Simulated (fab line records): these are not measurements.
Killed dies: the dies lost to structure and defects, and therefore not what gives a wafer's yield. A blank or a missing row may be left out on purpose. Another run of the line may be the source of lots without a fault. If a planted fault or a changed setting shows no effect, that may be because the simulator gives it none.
fab line records	flow sfq_line
record: lots: 7	wafers: 19	last_day: 94
route steps=325 shown I4@167 JJ@178 M5@198 M8@325
lots untouched by any fault: they come from a run of this same line in which no faults occurred
start_h: start of the lot's first displayed wafer, in hours after the record's first day	wait_h: hours since the lot's step before	" same as the row above	L1.1+2: several wafers, shown together as one row	- value missing, or start not given	* or withheld: withheld	< > ~ a bound
route shown NAME@n: names a module that has steps shown in the file, with the first one's number in the route	usual: mean/standard deviation of fault-free wafers	same: alike in all rows	chamber/n: place in a boat	sites: the reading at each site	_std_site: the standard deviation of these	_edge_site: inner sites' mean taken away from outer sites' mean	radius_mm: how far each site lies from the wafer's centre	mask NAME#n: copy n	behind: the last tool/chamber to shape the wafer	hold: why the lot went on hold/how many hours it stayed there/how the hold came to an end	device: transistor that didn't switch, given as n, p or np	end of line: tests of these same wafers at the route's end	step lacking rows: just its recipe	killed: dies lost to structure and defects at the first sort, not the wafer's yield	map: per-die view of a wafer (x killed, . not killed, _ where there is no die)
set.NAME: setting as actually run; set.NAME@STEP: the setting as run at that earlier step	model.NAME: the simulator's own value behind a step, which no gauge read
lots at some steps of the route; a table a step, a row a wafer
services: the hour from which a tool's chamber was out of use, counted from the record's first day as start_h (under 0 if before that day), plus the number of hours and why
== steps ==
step: SFQ_TRILAYER_I4_VIA_LITHO_COAT_108
recipe: resist: BARC	spin_rpm: 3000	resist_thk_nm: 62
step: SFQ_TRILAYER_I4_VIA_LITHO_COAT_103
recipe: resist: KrF	spin_rpm: 3000	resist_thk_nm: 650
step: SFQ_TRILAYER_I4_VIA_LITHO_SOFTBAKE_107
recipe: temp_c: withheld	time_s: withheld	resist: KrF
step: SFQ_TRILAYER_I4_VIA_LITHO_EXPOSE_104
recipe: mask_id: I4	na: 0.6	source_shape: conventional	sigma_outer: 0.65	target_cd_nm: 700	dose_mj: 21.3
step: SFQ_TRILAYER_I4_VIA_LITHO_PEB_106
recipe: peb_temp_c: 115	peb_time_s: 60	resist: KrF
step: SFQ_TRILAYER_I4_VIA_LITHO_DEVELOP_105
recipe: time_s: 60	resist: KrF
step: SFQ_I4_OVL_MEAS_928
usual: I4_OVL: 3/5.7
lot.wafer	tool	chamber	start_h	wait_h	I4_OVL[nm]
L692.2	overlay-02	-	1431.30	0.1	4
L692.3	"	-	"	"	3
L692.5	"	-	"	"	0
L697.1	overlay-02	-	1512.07	0.1	9
L697.2	"	-	"	"	-4
L697.5	"	-	"	"	4
L698.1	overlay-02	-	1515.67	0.1	11
L698.3	"	-	"	"	8
L698.4	"	-	"	"	6
L706.3	overlay-02	-	1565.13	0.1	9
L706.4	"	-	"	"	4
L706.5	"	-	"	"	7
L707.3	overlay-02	-	1571.13	0.1	0
L707.6	"	-	"	"	20
L710.1	overlay-02	-	1581.92	0.1	4
L710.6	"	-	"	"	18
L711.1	overlay-01	-	1585.52	0.1	10
L711.5	"	-	"	"	7
L711.6	"	-	"	"	-2
step: SFQ_TRILAYER_I4_VIA_BARC_OPEN_VIA_ETCH_146
recipe: mask_material: PR	chemistry: O2	target_depth_nm: 125	target: BARC	source_w: 500	bias_w: 80	pressure_mtorr: 30	time_s: 41.7
usual: drypump_motor_current_A: 5.5/0.35	oes_product_au: 0.685/0.0049
lot.wafer	tool	chamber	start_h	wait_h	drypump_motor_current_A	oes_product_au	rf_hours_counter_h
L692.2	rie_diel-04	1	1431.33	0.0	5.9	0.680	2
L692.3	"	3	"	"	5.5	0.678	7
L692.5	"	0	"	"	5.0	0.681	-
L697.1	rie_diel-04	3	1512.10	0.0	5.5	0.685	8
L697.2	"	2	"	"	4.9	0.683	2
L697.5	"	0	"	"	5.0	0.682	-
L698.1	rie_diel-04	2	1515.70	0.0	4.9	0.677	2
L698.3	"	3	"	"	5.5	0.681	8
L698.4	"	1	"	"	5.9	0.683	3
L706.3	rie_diel-03	2	1565.15	0.0	5.7	0.683	14
L706.4	"	0	"	"	5.6	0.681	6
L706.5	"	1	"	"	5.6	0.680	-
L707.3	rie_diel-03	0	1571.15	0.0	5.6	0.683	6
L707.6	"	3	"	"	5.3	0.686	-
L710.1	rie_diel-01	0	1581.95	0.0	5.6	0.685	14
L710.6	"	3	"	"	5.6	0.678	-
L711.1	rie_diel-03	2	1585.55	0.0	5.7	0.683	15
L711.5	"	1	"	"	5.6	0.682	-
L711.6	"	2	"	"	5.7	0.682	-
step: SFQ_TRILAYER_I4_VIA_ETCH_VIA_ETCH_106
recipe: target: SiO2	stop_on: Nb	mask_material: PR	taper_deg: 20	chemistry: CHF3	target_depth_nm: 260	source_w: 500	bias_w: 80	pressure_mtorr: 30	time_s: withheld
usual: drypump_motor_current_A: 5.5/0.35	oes_product_au: 0.855/0.0051
lot.wafer	tool	chamber	start_h	wait_h	drypump_motor_current_A	oes_product_au
L692.2	rie_diel-04	1	1431.37	0.0	5.9	0.855
L692.3	"	3	"	"	5.4	0.848
L692.5	"	0	"	"	5.0	0.846
L697.1	rie_diel-04	3	1512.14	0.0	5.4	0.857
L697.2	"	2	"	"	5.0	0.860
L697.5	"	0	"	"	5.0	0.859
L698.1	rie_diel-04	2	1515.74	0.0	4.9	0.853
L698.3	"	3	"	"	5.5	0.851
L698.4	"	1	"	"	5.9	0.855
L706.3	rie_diel-03	2	1565.19	0.0	5.7	0.858
L706.4	"	0	"	"	5.6	0.858
L706.5	"	1	"	"	5.6	0.855
L707.3	rie_diel-03	0	1571.19	0.0	5.6	0.856
L707.6	"	3	"	"	5.2	0.866
L710.1	rie_diel-01	0	1581.99	0.0	5.7	0.856
L710.6	"	3	"	"	5.6	0.856
L711.1	rie_diel-03	2	1585.59	0.0	5.7	0.853
L711.5	"	1	"	"	5.6	0.847
L711.6	"	2	"	"	5.7	0.854
step: SFQ_TRILAYER_I4_VIA_STRIP_STRIP_107
recipe: gas: O2	power_w: 200	platen_temp_c: 40	overash_fraction: 0.65	chemistry: O2	pressure_mtorr: 50
usual: drypump_motor_current_A: 5.35/0.16	he_backside_leak_sccm: 3.6/0.36	oes_product_au: 1.002/0.0095
lot.wafer	tool	chamber	start_h	wait_h	drypump_motor_current_A	he_backside_leak_sccm	oes_product_au	rf_hours_counter_h
L692.2	rie_metal-01	1	1431.48	-	5.37	7.2	1.014	119
L692.3	"	0	"	"	5.37	3.9	0.998	-
L692.5	"	0	"	"	5.38	3.9	0.999	-
L697.1	rie_metal-04	1	1512.26	-	5.16	3.8	1.009	22
L697.2	"	0	"	"	5.27	3.6	1.003	18
L697.5	"	1	"	"	5.14	3.9	1.015	-
L698.1	rie_metal-04	1	1515.86	-	5.14	3.4	1.000	23
L698.3	"	1	"	"	5.15	3.4	1.000	-
L698.4	"	0	"	"	5.26	3.6	0.992	-
L706.3	rie_metal-03	1	1565.51	-	5.80	3.2	0.999	-
L706.4	"	0	"	"	5.49	3.4	1.002	-
L706.5	"	0	"	"	5.49	3.3	0.995	-
L707.3	rie_metal-01	0	1571.51	-	5.38	3.9	1.002	-
L707.6	"	1	"	"	5.37	3.5	1.012	-
L710.1	rie_metal-01	0	1582.11	-	5.38	3.8	0.996	70
L710.6	"	0	"	"	5.36	3.6	0.995	-
L711.1	rie_metal-04	0	1585.71	-	5.27	3.7	0.997	26
L711.5	"	1	"	"	5.17	3.8	1.006	-
L711.6	"	0	"	"	5.22	3.6	0.997	-
step: SFQ_TRILAYER_I4_VIA_STRIP_SOLV_CLEAN_108
recipe: chemistry: NMP	temp_c: 70	time_s: 600
step: SFQ_TRILAYER_JJ_TRILAYER_DEP_PRE_CLEAN_113
recipe: gas: Ar	time_s: 22.5	bias_v: 250
step: SFQ_TRILAYER_JJ_TRILAYER_DEP_SPUTTER_109
recipe: material: Nb	base_pressure_pa: 1.33e-06	chamber_pressure_pa: 0.1333	substrate_temp_c: 20	target_thk_nm: 150	power_w: 2000	time_s: 100
usual: throttle_valve_pct: 30.2/0.99
lot.wafer	tool	chamber	start_h	wait_h	throttle_valve_pct	model.Nb_of_TRILAYER_JJ_TRILAYER_DEP_SPUTTER_109.thk_nm
L692.2	pvd_sputter-04	-	1432.29	0.0	29.4	150.8
L692.3	"	-	"	"	29.6	150.9
L692.5	"	-	"	"	29.1	149.7
L697.1	pvd_sputter-05	-	1513.06	0.0	30.8	145.9
L697.2	"	-	"	"	31.5	145.9
L697.5	"	-	"	"	31.0	146
L698.1	pvd_sputter-03	-	1516.66	0.0	29.9	151.5
L698.3	"	-	"	"	31.3	151.6
L698.4	"	-	"	"	31.3	152.4
L706.3	pvd_sputter-05	-	1566.11	0.0	31.3	132.2
L706.4	"	-	"	"	28.0	149
L706.5	"	-	"	"	28.2	149.7
L707.3	pvd_sputter-05	-	1572.11	0.0	31.3	133.4
L707.6	"	-	"	"	30.7	131.9
L710.1	pvd_sputter-05	-	1582.91	0.0	30.8	149.5
L710.6	"	-	"	"	27.9	132.9
L711.1	pvd_sputter-04	-	1586.51	0.0	29.2	150.8
L711.5	"	-	"	"	30.6	151.7
L711.6	"	-	"	"	29.8	150.5
step: SFQ_TRILAYER_JJ_TRILAYER_DEP_SPUTTER_110
recipe: material: Al	base_pressure_pa: 1.33e-06	target_thk_nm: 8	power_w: 500	time_s: 10	chamber_pressure_pa: 0.4
step: SFQ_TRILAYER_JJ_TRILAYER_DEP_AL_OXIDATION_111
recipe: pressure_mbar: 0.014667	oxidation_time_s: 600	temperature_k: 293
step: SFQ_TRILAYER_JJ_TRILAYER_DEP_SPUTTER_112
recipe: material: Nb	base_pressure_pa: 1.33e-06	chamber_pressure_pa: 0.1333	substrate_temp_c: 20	target_thk_nm: 170	power_w: 2000	time_s: 113.3
step: SFQ_JJ_RS_MEAS_929
recipe: thk_meas_gauge: four-point-probe	reads: Nb_of_TRILAYER_JJ_TRILAYER_DEP_SPUTTER_112
usual: JJ_NB_RS: 1.049/0.012
lot.wafer	tool	chamber	start_h	wait_h	JJ_NB_RS[ohm/sq]
L692.2	film_metro-03	-	1433.48	0.1	1.049
L692.3	"	-	"	"	1.054
L692.5	"	-	"	"	1.056
L697.1	film_metro-04	-	1514.23	0.0	1.065
L697.2	"	-	"	"	1.054
L697.5	"	-	"	"	1.067
L698.1	film_metro-03	-	1517.83	0.0	1.036
L698.3	"	-	"	"	1.043
L698.4	"	-	"	"	1.029
L706.3	film_metro-03	-	1567.32	0.1	1.034
L706.4	"	-	"	"	1.054
L706.5	"	-	"	"	1.053
L707.3	film_metro-02	-	1573.32	0.1	1.029
L707.6	"	-	"	"	1.052
L710.1	film_metro-04	-	1584.08	0.0	1.066
L710.6	"	-	"	"	1.054
L711.1	film_metro-03	-	1587.68	0.0	1.079
L711.5	"	-	"	"	1.074
L711.6	"	-	"	"	1.055
step: SFQ_TRILAYER_JJ_CE_LITHO_COAT_119
recipe: resist: BARC	spin_rpm: 3000	resist_thk_nm: 62
step: SFQ_TRILAYER_JJ_CE_LITHO_COAT_114
recipe: resist: KrF	spin_rpm: 3000	resist_thk_nm: 600
step: SFQ_TRILAYER_JJ_CE_LITHO_SOFTBAKE_118
recipe: temp_c: withheld	time_s: withheld	resist: KrF
step: SFQ_TRILAYER_JJ_CE_LITHO_EXPOSE_115
recipe: mask_id: J5	na: 0.6	source_shape: conventional	sigma_outer: 0.65	target_cd_nm: 700	dose_mj: 14.4
step: SFQ_TRILAYER_JJ_CE_LITHO_PEB_117
recipe: peb_temp_c: 115	peb_time_s: 60	resist: KrF
step: SFQ_TRILAYER_JJ_CE_LITHO_DEVELOP_116
recipe: time_s: 60	resist: KrF
step: SFQ_JJ_OVL_MEAS_931
usual: J5_OVL: 1/6.1
lot.wafer	tool	chamber	start_h	wait_h	J5_OVL[nm]
L692.2	overlay-02	-	1537.27	0.1	4
L692.3	"	-	"	"	-5
L692.5	"	-	"	"	-3
L697.1	overlay-01	-	1621.77	0.1	-5
L697.2	"	-	"	"	3
L697.5	"	-	"	"	-6
L698.1	overlay-01	-	1624.17	0.1	1
L698.3	"	-	"	"	-1
L698.4	"	-	"	"	7
L706.3	overlay-01	-	1678.74	0.1	1
L706.4	"	-	"	"	5
L706.5	"	-	"	"	-3
L707.3	overlay-01	-	1685.94	0.1	6
L707.6	"	-	"	"	-6
L710.1	overlay-01	-	1693.13	0.1	7
L710.6	"	-	"	"	-4
L711.1	overlay-02	-	1696.73	0.1	12
L711.5	"	-	"	"	4
L711.6	"	-	"	"	10
step: SFQ_TRILAYER_JJ_CE_METRO_MEASURE_117
step: SFQ_TRILAYER_JJ_CE_BARC_OPEN_RIE_150
recipe: mask_material: PR	chemistry: O2	target_depth_nm: 240	target: BARC	icp_w: 600	bias_w: 80	pressure_mtorr: 10	time_s: 80
step: SFQ_TRILAYER_JJ_CE_ETCH_RIE_118
recipe: target: Nb	stop_on: Al2O3	mask_material: PR	taper_deg: 13.257	over_etch_frac: 0.15	time_s: 97.7	chemistry: SF6	target_depth_nm: 170	icp_w: 600	bias_w: 80	pressure_mtorr: 10
step: SFQ_TRILAYER_JJ_ANODIZE_ANODIZE_119
recipe: current_density_ma_cm2: withheld	end_current_density_ma_cm2: withheld	bath_temp_c: withheld
step: SFQ_TRILAYER_JJ_CE_STRIP_STRIP_120
recipe: gas: O2	power_w: 200	platen_temp_c: 40	overash_fraction: 0.65	chemistry: O2	pressure_mtorr: 50
usual: drypump_motor_current_A: 5.6/0.41	he_backside_leak_sccm: 3.6/0.38	oes_product_au: 1.006/0.012
lot.wafer	tool	chamber	start_h	wait_h	drypump_motor_current_A	he_backside_leak_sccm	oes_product_au	rf_hours_counter_h
L692.2	rie_metal-02	0	1539.20	0.0	5.3	3.5	1.005	62
L692.3	"	0	"	"	5.3	3.5	1.023	-
L692.5	"	1	"	"	6.5	3.3	1.007	-
L697.1	rie_metal-01	1	1623.70	0.0	5.4	3.6	1.016	11
L697.2	"	0	"	"	5.4	4.0	0.995	75
L697.5	"	0	"	"	5.4	3.7	0.992	-
L698.1	rie_metal-02	0	1626.20	0.0	5.3	3.6	1.007	75
L698.3	"	1	"	"	6.5	3.2	1.001	-
L698.4	"	0	"	"	5.3	3.5	1.007	-
L706.3	rie_metal-01	0	1680.86	0.2	5.4	3.6	0.980	-
L706.4	"	1	"	"	5.3	3.5	1.023	-
L706.5	"	1	"	"	5.3	3.4	1.020	-
L707.3	rie_metal-01	1	1688.11	0.2	5.4	3.5	1.007	-
L707.6	"	1	"	"	5.4	3.9	1.015	-
L710.1	rie_metal-01	1	1695.06	0.0	5.4	6.4	1.004	20
L710.6	"	1	"	"	5.4	3.8	1.013	-
L711.1	rie_metal-03	0	1698.66	0.0	5.5	3.5	1.010	74
L711.5	"	0	"	"	5.5	3.4	1.014	-
L711.6	"	1	"	"	5.8	3.2	1.007	-
step: SFQ_TRILAYER_JJ_CE_STRIP_SOLV_CLEAN_121
recipe: chemistry: NMP	temp_c: 70	time_s: 600
step: SFQ_TRILAYER_M5_LITHO_COAT_128
recipe: resist: BARC	spin_rpm: 3000	resist_thk_nm: 62
step: SFQ_TRILAYER_M5_LITHO_COAT_123
recipe: resist: KrF	spin_rpm: 3000	resist_thk_nm: 600
step: SFQ_TRILAYER_M5_LITHO_SOFTBAKE_127
recipe: temp_c: withheld	time_s: withheld	resist: KrF
step: SFQ_TRILAYER_M5_LITHO_EXPOSE_124
recipe: mask_id: M5	na: 0.6	source_shape: conventional	sigma_outer: 0.65	target_cd_nm: 700	dose_mj: 14.4
step: SFQ_TRILAYER_M5_LITHO_PEB_126
recipe: peb_temp_c: 115	peb_time_s: 60	resist: KrF
step: SFQ_TRILAYER_M5_LITHO_DEVELOP_125
recipe: time_s: 60	resist: KrF
step: SFQ_M5_OVL_MEAS_932
usual: M5_OVL: -3/5.6
lot.wafer	tool	chamber	start_h	wait_h	M5_OVL[nm]
L692.2	overlay-02	-	1542.36	0.1	3
L692.3	"	-	"	"	9
L692.5	"	-	"	"	10
L697.1	overlay-01	-	1725.78	0.1	1
L697.2	"	-	"	"	-4
L697.5	"	-	"	"	0
L698.1	overlay-01	-	1729.38	0.1	-1
L698.3	"	-	"	"	5
L698.4	"	-	"	"	0
L706.3	overlay-01	-	1782.19	0.1	-6
L706.4	"	-	"	"	4
L706.5	"	-	"	"	-5
L707.3	overlay-01	-	1789.86	0.1	-4
L707.6	"	-	"	"	-7
L710.1	overlay-02	-	1795.85	0.1	0
L710.6	"	-	"	"	3
L711.1	overlay-01	-	1800.65	0.1	7
L711.5	"	-	"	"	5
L711.6	"	-	"	"	6
step: SFQ_TRILAYER_M5_BARC_OPEN_METAL_ETCH_161
recipe: mask_material: PR	chemistry: O2	target_depth_nm: 125	target: BARC	icp_w: 600	bias_w: 80	pressure_mtorr: 10	time_s: 41.7
usual: drypump_motor_current_A: 5.5/0.38	he_backside_leak_sccm: 3.62/0.27	oes_product_au: 0.685/0.0044
lot.wafer	tool	chamber	start_h	wait_h	drypump_motor_current_A	he_backside_leak_sccm	oes_product_au	rf_hours_counter_h
L692.2	rie_metal-04	1	1542.41	0.0	5.1	3.50	0.683	-
L692.3	"	1	"	"	5.2	3.46	0.689	-
L692.5	"	1	"	"	5.2	3.39	0.686	-
L697.1	rie_metal-02	1	1725.81	0.0	6.4	3.20	0.687	45
L697.2	"	0	"	"	5.3	3.77	0.687	90
L697.5	"	0	"	"	5.3	3.53	0.690	-
L698.1	rie_metal-02	1	1729.41	0.0	6.4	3.27	0.688	46
L698.3	"	1	"	"	6.4	3.24	0.685	-
L698.4	"	0	"	"	5.3	3.68	0.687	-
L706.3	rie_metal-02	0	1782.23	0.0	5.3	3.83	0.672	-
L706.4	"	1	"	"	6.4	3.35	0.686	-
L706.5	"	1	"	"	6.5	3.15	0.681	-
L707.3	rie_metal-01	0	1789.91	0.0	5.4	3.88	0.695	-
L707.6	"	0	"	"	5.4	3.63	0.682	-
L710.1	rie_metal-02	1	1795.89	0.0	6.4	3.20	0.679	56
L710.6	"	1	"	"	6.4	3.17	0.683	-
L711.1	rie_metal-01	0	1800.69	0.0	5.4	3.71	0.686	96
L711.5	"	1	"	"	5.4	3.66	0.684	-
L711.6	"	0	"	"	5.4	3.97	0.686	-
step: SFQ_TRILAYER_M5_ETCH_METAL_ETCH_126
recipe: target: Nb	stop_on: SiO2	mask_material: PR	over_etch_frac: 0.15	time_s: 203.2	chemistry: Cl2/BCl3	target_depth_nm: 265	icp_w: 600	bias_w: 80	pressure_mtorr: 10
usual: drypump_motor_current_A: 5.5/0.38	he_backside_leak_sccm: 3.60/0.25	oes_product_au: 0.729/0.0065
lot.wafer	tool	chamber	start_h	wait_h	drypump_motor_current_A	he_backside_leak_sccm	oes_product_au	rf_hours_counter_h	model.etch.depth_nm	model.M5.feature_depth_nm
L692.2	rie_metal-04	1	1542.57	0.1	5.2	3.57	0.733	-	150.8	163.2
L692.3	"	1	"	"	5.2	3.59	0.728	-	150.9	163.3
L692.5	"	1	"	"	5.2	3.48	0.723	-	149.7	162
L697.1	rie_metal-02	1	1725.87	0.0	6.5	3.18	0.719	46	145.9	158.2
L697.2	"	0	"	"	5.3	3.94	0.722	90	145.9	158.3
L697.5	"	0	"	"	5.3	3.80	0.722	-	146	158.5
L698.1	rie_metal-02	1	1729.47	0.0	6.4	3.29	0.735	46	151.5	163.8
L698.3	"	1	"	"	6.5	3.22	0.730	-	151.6	163.9
L698.4	"	0	"	"	5.3	3.74	0.737	-	152.4	164.9
L706.3	rie_metal-02	0	1782.34	0.1	5.3	3.75	0.679	-	132.2	144.4
L706.4	"	1	"	"	6.4	3.13	0.725	-	149	161.3
L706.5	"	1	"	"	6.4	3.32	0.733	-	149.7	161.8
L707.3	rie_metal-01	0	1790.01	0.1	5.4	3.80	0.691	-	133.4	145.5
L707.6	"	0	"	"	5.4	4.01	0.693	-	131.9	144.1
L710.1	rie_metal-02	1	1795.95	0.0	6.4	3.30	0.728	56	149.5	161.8
L710.6	"	1	"	"	6.4	3.27	0.689	-	132.9	145.2
L711.1	rie_metal-01	0	1800.75	0.0	5.4	3.94	0.728	96	150.8	162.8
L711.5	"	1	"	"	5.4	3.58	0.737	-	151.7	164.3
L711.6	"	0	"	"	5.4	3.90	0.727	-	150.5	162.6
step: SFQ_TRILAYER_M5_STRIP_STRIP_127
recipe: gas: O2	power_w: 200	platen_temp_c: 40	overash_fraction: 0.65	chemistry: O2	pressure_mtorr: 50
step: SFQ_TRILAYER_M5_STRIP_SOLV_CLEAN_128
recipe: chemistry: NMP	temp_c: 70	time_s: 600
step: SFQ_M8_BOW_MEAS_951
recipe: mode: bow
usual: M8_BOW: 8/9.7
lot.wafer	tool	chamber	start_h	wait_h	M8_BOW[um]	model.etest.m5.ohm_um	model.etest.i4.link_ohm	model.etest.i5.link_ohm	model.etest.m5.ohm_sq
L692.2	film_metro-02	-	1886.78	0.0	5	1.698	2.167	2.256	1.182
L692.3	"	-	"	"	6	1.7	2.161	2.259	1.181
L692.5	"	-	"	"	-4	1.709	2.175	2.272	1.191
L697.1	film_metro-01	-	1962.36	0.0	14	1.749	2.2	2.313	1.222
L697.2	"	-	"	"	12	1.745	2.199	2.333	1.222
L697.5	"	-	"	"	8	1.742	2.205	2.33	1.221
L698.1	film_metro-04	-	1970.88	0.0	8	1.684	2.147	2.235	1.176
L698.3	"	-	"	"	15	1.684	2.163	2.264	1.176
L698.4	"	-	"	"	12	1.664	2.163	2.253	1.17
L706.3	film_metro-04	-	2175.54	0.0	44	1.919	2.31	2.439	1.349
L706.4	"	-	"	"	32	1.71	2.167	2.277	1.196
L706.5	"	-	"	"	39	1.706	2.154	2.283	1.191
L707.3	film_metro-02	-	2178.92	0.0	9	1.909	2.341	2.416	1.337
L707.6	"	-	"	"	0	1.935	2.352	2.439	1.352
L710.1	film_metro-01	-	2257.64	0.0	18	1.704	2.178	2.268	1.192
L710.6	"	-	"	"	19	1.923	2.342	2.41	1.341
L711.1	film_metro-01	-	2258.84	0.0	10	1.697	2.164	2.264	1.182
L711.5	"	-	"	"	11	1.681	2.162	2.264	1.175
L711.6	"	-	"	"	11	1.701	2.168	2.26	1.185
== services ==
tool	chamber	start_h	hours	kind
rie_diel-04	2	1421.83	13.2	repair
rie_diel-04	1	1427.67	1.9	repair
rie_metal-02	-	1453.42	0.2	repair
pvd_sputter-04	-	1471.40	2.2	repair
rie_metal-03	0	1479.20	11.8	repair
pvd_sputter-05	-	1483.52	2.3	repair
pvd_sputter-04	-	1485.68	1.0	repair
rie_metal-02	-	1504.21	0.7	repair
pvd_sputter-04	-	1510.94	8.3	repair
rie_metal-01	-	1519.04	4.3	pm
pvd_sputter-05	-	1524.43	1.0	repair
rie_metal-04	0	1538.48	6.0	repair
rie_metal-02	1	1546.70	27.2	repair
rie_diel-03	-	1546.88	2.8	pm
rie_diel-04	1	1606.09	6.3	repair
rie_diel-03	1	1611.66	9.7	repair
rie_metal-01	0	1649.79	3.2	repair
rie_metal-04	0	1668.23	7.6	repair
rie_diel-04	3	1677.75	22.3	repair
rie_diel-04	0	1684.81	13.6	repair
rie_metal-01	0	1704.13	36.8	repair
rie_diel-03	1	1710.62	4.7	repair
pvd_sputter-05	-	1751.82	9.0	repair
rie_diel-04	-	1782.91	1.2	repair
== key ==
first_sign: step: SFQ_TRILAYER_M5_ETCH_METAL_ETCH_126	reading: oes_product_au	direction: down	sigmas: 6.2	usual: 0.729	struck: 0.688
effect none on later readings
model_effect: step: SFQ_TRILAYER_JJ_TRILAYER_DEP_SPUTTER_109	value: Nb_of_TRILAYER_JJ_TRILAYER_DEP_SPUTTER_109.thk_nm	without: 149.2	struck: 132.6
model_effect: step: SFQ_TRILAYER_M5_ETCH_METAL_ETCH_126	value: etch.depth_nm	without: 149.2	struck: 132.6
model_effect: step: SFQ_M8_BOW_MEAS_951	value: etest.m5.ohm_um	without: 1.707	struck: 1.922
met_at SFQ_TRILAYER_JJ_TRILAYER_DEP_SPUTTER_109
struck_wafers L706.3,L707.3,L707.6,L710.6
onset_between 1513.06 1566.11
fault: kind: process_parameter_drift	tool: pvd_sputter-05	chamber: -	onset_h: 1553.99	steps: SFQ_TRILAYER_JJ_TRILAYER_DEP_SPUTTER_109	channel: target_thk_nm	offset: -16.661	shape: step	end_h: 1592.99	scope: struck_wafers_only	acts_in: these_recipes_only	stated: 150
